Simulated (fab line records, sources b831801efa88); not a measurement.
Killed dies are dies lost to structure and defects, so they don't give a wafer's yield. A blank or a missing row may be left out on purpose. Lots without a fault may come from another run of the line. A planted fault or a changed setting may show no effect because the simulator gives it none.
Chamber matching | flow sky130 | SKY_VIA3_CMP_02 on cmp-01: 4 sister chambers
The step polishes SiO2. 8 wafers are shown with their chamber, then 7 later ones without.

WAFERS WITH THEIR CHAMBER
wafer  | chamber | motor_current_A (A) | slurry_filter_dp_kPa (kPa)
L532.1 | 2       | 13.6                | 13.45
L533.3 | 0       | 12.6                | 13.45
L533.4 | 1       | 11.4                | 13.63
L537.1 | 1       | 12.1                | 13.55
L537.2 | 3       | 11.5                | 13.74
L537.6 | 2       | 12.4                | 13.38
L538.3 | 3       | 11.2                | 13.63
L538.4 | 0       | 12.0                | 13.46

WAFERS WITHOUT THEIR CHAMBER
wafer  | motor_current_A (A) | slurry_filter_dp_kPa (kPa)
L538.5 | 12.8                | 13.59
L541.1 | 11.7                | 13.56
L541.3 | 11.9                | 13.25
L541.6 | 13.6                | 13.58
L550.2 | 11.9                | 13.34
L550.3 | 12.3                | 13.47
L550.4 | 12.2                | 13.45

WHICH CHAMBER EACH WENT THROUGH
wafer  | from the rows above               | in truth
L538.5 | can't be placed: 1 or 0 or 3 or 2 | 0
L541.1 | can't be placed: 1 or 0 or 3      | 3
L541.3 | can't be placed: 2 or 0           | 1
L541.6 | can't be placed: 2 or 0 or 1 or 3 | 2
L550.2 | can't be placed: 0 or 2           | 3
L550.3 | can't be placed: 0 or 2           | 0
L550.4 | can't be placed: 0 or 2           | 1
Placed correctly: 0 of 7. Can't be placed from these rows: 7 (the true chamber is among the candidates in 4). Placed wrongly: 0.
How it was worked out, from the rows above alone: a wafer's distance from a chamber is the root of the sum, over the readings, of the square of ((its reading less the chamber's mean) divided by the reading's scatter). The wafer belongs to the nearest chamber; if the next one is less than 2 further off, it can't be placed. A chamber's mean is the mean of its shown wafers. The scatter: the root of (the sum of the squares of (reading less its chamber's mean) over the shown wafers, divided by (wafers less chambers)).
